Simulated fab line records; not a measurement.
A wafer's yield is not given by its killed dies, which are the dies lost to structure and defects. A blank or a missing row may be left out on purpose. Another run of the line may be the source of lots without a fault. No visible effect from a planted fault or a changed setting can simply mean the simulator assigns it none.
A lot that was struck, set against a sound lot    flow sky130    14 steps out of a route of 708
Sound: wafers L362.2, L362.3, L362.6. Wafers struck: L353.3, L353.4, L353.6. At the end, the cause is stated.
At each step with rows: each side's tool, then ch and its chambers, then its first start. Under that, the readings that differ: sound wafers    struck wafers    difference of the means    sigmas: that difference in standard deviations of wafers without a fault.
alike: readings with means less than 2 such deviations apart, plus words and numbers identical on both sides. not compared: withheld readings, readings lacking a value on some wafer, bounds such as >300 that could conceal the same value, and numbers that have no deviation in the record and whose values overlap.
Wherever a step has rows on one side only, a row that says differs or no value, or a row with sigmas, the two part there. Numbers that have no deviation but don't overlap get no sigmas and don't part them. A reading missing from all wafers of one side parts the sides only when that side holds two or more wafers.

first, 2 steps without rows for these wafers: SKY_METAL2_CLEAN_23 (cleans in O3/DIW); SKY_VIA2_HDPCVD_00 (deposits SiO2, target thk 1180 nm, time 196.7 s).
SKY_VIA2_THK_MEAS_01:
  sound on film_metro-01, day 40 21:37; struck on film_metro-01, day 38 16:05
  alike: VIA2_HDPCVD_THK
SKY_VIA2_CMP_02: polishes SiO2.
  sound on cmp-02 ch 0,2, day 40 21:43; struck on cmp-01 ch 0,2, day 38 16:07
reading              sound           struck          difference  sigmas
motor_current_A (A)  12.7 10.0 10.3  14.2 12.2 14.4  +2.6        +2
SKY_VIA2_BOW_MEAS_03:
  sound on film_metro-04, day 40 21:59; struck on film_metro-04, day 38 16:28
  alike: VIA2_BOW
then, 7 steps without rows for these wafers: SKY_VIA2_DEHYDRATE_04 (time 60 s); SKY_VIA2_HMDS_05 (prime time 60 s); SKY_VIA2_COAT_06 (resist thk 60 nm); SKY_VIA2_COAT_07 (resist thk 450 nm); SKY_VIA2_SOFTBAKE_08 (time 90 s); SKY_VIA2_EXPOSE_09 (exposes mask VIM2, target cd 200 nm); SKY_VIA2_PEB_10.
SKY_VIA2_DEVELOP_11: develop time 60 s.
  struck on litho_track-03, day 39 17:00; sound on litho_track-02 ch 0, day 41 22:00
  no value came back on the struck wafers for chill_plate_temp_C (C), develop_time_s (s), exhaust_pa (Pa); on the sound wafers chill_plate_temp_C (C) reads 22.84 22.88 23.01
reading                                      sound              struck           difference  sigmas
model.KrF-thick_of_VIA2_COAT_07.thk_nm (nm)  434.7 434.8 434.5  448.4 448.7 449  +14.0       
SKY_VIA2_CD_MEAS_12: target cd 200 nm.
  sound on cd_sem-02, day 41 22:34; struck on cd_sem-02, day 39 17:46
reading     sound              struck  difference                     sigmas
cd_nm (nm)  198.3 197.4 197.9  - - -   no value on the struck wafers  

WHERE THEY PART
At SKY_VIA2_CMP_02 first; at SKY_VIA2_CD_MEAS_12 last (within this record only).

WHY: what had been put in by the simulator
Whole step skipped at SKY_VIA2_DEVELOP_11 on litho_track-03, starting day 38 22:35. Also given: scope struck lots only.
